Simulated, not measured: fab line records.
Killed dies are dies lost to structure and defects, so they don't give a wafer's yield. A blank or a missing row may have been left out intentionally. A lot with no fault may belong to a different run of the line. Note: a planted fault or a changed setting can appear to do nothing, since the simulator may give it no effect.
A lot that was struck, set against a sound lot | flow sky130 | 43 steps out of a route of 708
Sound: the wafers L342.1, L342.4, L342.5. Struck: wafers L353.2, L353.5, L353.6. The cause comes at the end.
For every step that has rows: the tool of each side, followed by ch and its chambers, followed by its first start. Under that, the readings that differ: sound wafers | struck wafers | difference of the means | sigmas: that difference in standard deviations of wafers without a fault.
alike: a reading whose means differ by less than 2 such deviations, as well as words and numbers matching on both sides. not compared: withheld readings; readings where some wafer has no value; bounds like >300 that might hide an equal value; numbers whose values overlap and for which the record gives no deviation.
Wherever a step has rows on one side only, a row that says differs or no value, or a row with sigmas, the two part there. Numbers that don't overlap but have no deviation are shown without sigmas and don't part them. A reading that every wafer of one side lacks parts them only if that side has two wafers or more.

first, 1 step without rows for these wafers: SKY_VIA4_HDPCVD_00 (deposits SiO2, target thk 1750 nm, time 291.7 s).
SKY_VIA4_THK_MEAS_01:
  sound: film_metro-04 at day 43 21:30; struck: film_metro-03 at day 46 20:17
  alike: VIA4_HDPCVD_THK
then, 1 step without rows for these wafers: SKY_VIA4_CMP_02 (polishes SiO2).
SKY_VIA4_BOW_MEAS_03:
  sound: film_metro-04 at day 43 21:52; struck: film_metro-04 at day 46 20:40
  alike: VIA4_BOW
then, 7 steps without rows for these wafers: SKY_VIA4_DEHYDRATE_04 (time 60 s); SKY_VIA4_HMDS_05 (prime time 60 s); SKY_VIA4_COAT_06 (resist thk 1140 nm); SKY_VIA4_SOFTBAKE_07 (time 60 s); SKY_VIA4_EXPOSE_08 (exposes mask VIM4, target cd 800 nm); SKY_VIA4_PEB_09; SKY_VIA4_DEVELOP_10 (develop time 60 s).
SKY_VIA4_OVL_MEAS_11:
  sound: overlay-01 at day 44 19:30; struck: overlay-01 at day 47 15:55
  alike: VIA4_OVL
SKY_VIA4_ETCH_12: etches SiO2 in C4F8/O2/Ar, stops on TiN, target depth 580 nm.
  sound on rie_diel-02 ch 1,2, day 44 19:32; struck on rie_diel-02 ch 0,2,3, day 47 15:56
  alike: oes_product_au
then, 4 steps without rows for these wafers: SKY_VIA4_STRIP_13 (strips in O2/N2); SKY_VIA4_STRIP_14 (strips in post etch residue remover, time 1200 s); SKY_VIA4_CLEAN_15 (cleans in IPA, time 180 s); SKY_VIA4_CLEAN_16 (cleans in O3/DIW).
SKY_VIA4_SPUTTER_17: material TiN, target thk 20 nm, time 80 s.
  sound: pvd_sputter-02 at day 44 20:12; struck: pvd_sputter-02 at day 47 16:36
  alike: throttle_valve_pct
then, 1 step without rows for these wafers: SKY_VIA4_CVD_18 (deposits W, target thk 505 nm, time 152.14 s).
SKY_VIA4_RS_MEAS_19: uses a four-point probe to measure.
  sound: film_metro-04 at day 44 20:25; struck: film_metro-01 at day 47 16:50
  alike: VIA4_W_RS
SKY_VIA4_THK_MEAS_20: measures by xrf.
  sound: film_metro-04 at day 44 20:32; struck: film_metro-01 at day 47 16:56
  alike: VIA4_W_THK
SKY_VIA4_CMP_21: polishes, stops on SiO2, t overpolish 25 s, target thk 0 nm.
  sound on cmp-02 ch 0,1,3, day 44 20:42; struck on cmp-01 ch 2,3, day 47 16:59
  alike: edge_zone_pressure_frac, head_pressure_psi, motor_current_A, overpolish_run_s, time_to_endpoint_s
SKY_METAL5_SPUTTER_00: material Ti, target thk 15 nm, time 10 s.
  sound: pvd_sputter-03 at day 44 20:54; struck: pvd_sputter-03 at day 47 17:17
  alike: throttle_valve_pct
then, 3 steps without rows for these wafers: SKY_METAL5_SPUTTER_01 (material TiN, target thk 20 nm, time 16.7 s); SKY_METAL5_SPUTTER_02 (material AlCu, target thk 1150 nm, time 59.67 s); SKY_METAL5_SPUTTER_03 (material Ti, target thk 5 nm, time 3.3 s).
SKY_METAL5_SPUTTER_04: material TiN, target thk 70 nm, time 58.3 s.
  sound: pvd_sputter-03 at day 44 21:01; struck: pvd_sputter-03 at day 47 17:25
  alike: throttle_valve_pct
SKY_METAL5_RS_MEAS_05: uses a four-point probe to measure.
  sound: film_metro-03 at day 44 21:04; struck: film_metro-04 at day 47 17:29
  alike: METAL5_ALCU_RS
SKY_METAL5_THK_MEAS_06: measures by xrf.
  sound: film_metro-03 at day 44 21:11; struck: film_metro-04 at day 47 17:35
  alike: METAL5_ALCU_THK
then, 9 steps without rows for these wafers: SKY_METAL5_DEHYDRATE_07 (time 60 s); SKY_METAL5_HMDS_08 (prime time 60 s); SKY_METAL5_COAT_09 (resist thk 1800 nm); SKY_METAL5_SOFTBAKE_10 (time 60 s); SKY_METAL5_EXPOSE_11 (exposes mask MM5, target cd 1600 nm); SKY_METAL5_PEB_12; SKY_METAL5_DEVELOP_13 (develop time 60 s); SKY_METAL5_DESCUM_14 (chemistry O2, time 11 s); SKY_METAL5_METAL_ETCH_15 (etches the open film in Cl2/BCl3, stops on SiO2, target depth 1260 nm, time 239.8 s).
SKY_METAL5_STRIP_16: strips in O2/N2.
  sound on plasma_asher-02 ch 0, day 45 18:32; struck on plasma_asher-02 ch 0,1, day 48 12:35
  alike: drypump_motor_current_A, oes_product_au, strip_time_to_endpoint_s
  not compared: rf_hours_counter_h
then, 3 steps without rows for these wafers: SKY_METAL5_STRIP_17 (strips in post etch residue remover, time 1200 s); SKY_METAL5_CLEAN_18 (cleans in IPA, time 180 s); SKY_METAL5_CLEAN_19 (cleans in O3/DIW).
SKY_PAD_OPEN_PROBE_99:
  sound: prober-01 at day 47 12:10; struck: prober-01 at day 50 03:35
  reading                               | sound             | struck            | difference | sigmas
  defect_limited_yield (%)              | 83.1 80.9 81.9    | 76.8 77.4 78.9    | -4.3       | -2
  killed_at_M4_up                       | 2 8 1             | 33 22 18          | +21        | +11
  killed_dies                           | 83 94 89          | 114 111 104       | +21        | +2
  killed_on_rim                         | 15 20 19          | 22 34 31          | +11        | +3
  sort_bin_3_pad_short (%)              | 0.6 1.6 1.0       | 2.2 3.0 1.2       | +1.1       | +3
  sort_n_pass                           | 409 398 403       | 378 381 388       | -21        | -2
  sort_yield_pct (%)                    | 83.1 80.9 81.9    | 76.8 77.4 78.9    | -4.3       | -2
  model.etest.tester.sort_n_pass        | 409 398 403       | 378 381 388       | -21        |
  model.etest.tester.sort_yield_pct (%) | 83.13 80.89 81.91 | 76.83 77.44 78.86 | -4.27      |
  model.etest.tester.sort_bin_5_pct (%) | 9.146 10.77 11.99 | 14.23 12.8 12.2   | +2.44      |
  alike: killed_at_M0_to_M3, killed_at_contacts, killed_at_front_end, killed_at_other, killed_open, killed_short, sort_bin_5_function, sort_bin_6_memory
  not compared: model.etest.tester.sort_bin_3_pct

## WHERE THEY PART
Only at SKY_PAD_OPEN_PROBE_99, as far as this record shows.

WHY: what had been put in by the simulator
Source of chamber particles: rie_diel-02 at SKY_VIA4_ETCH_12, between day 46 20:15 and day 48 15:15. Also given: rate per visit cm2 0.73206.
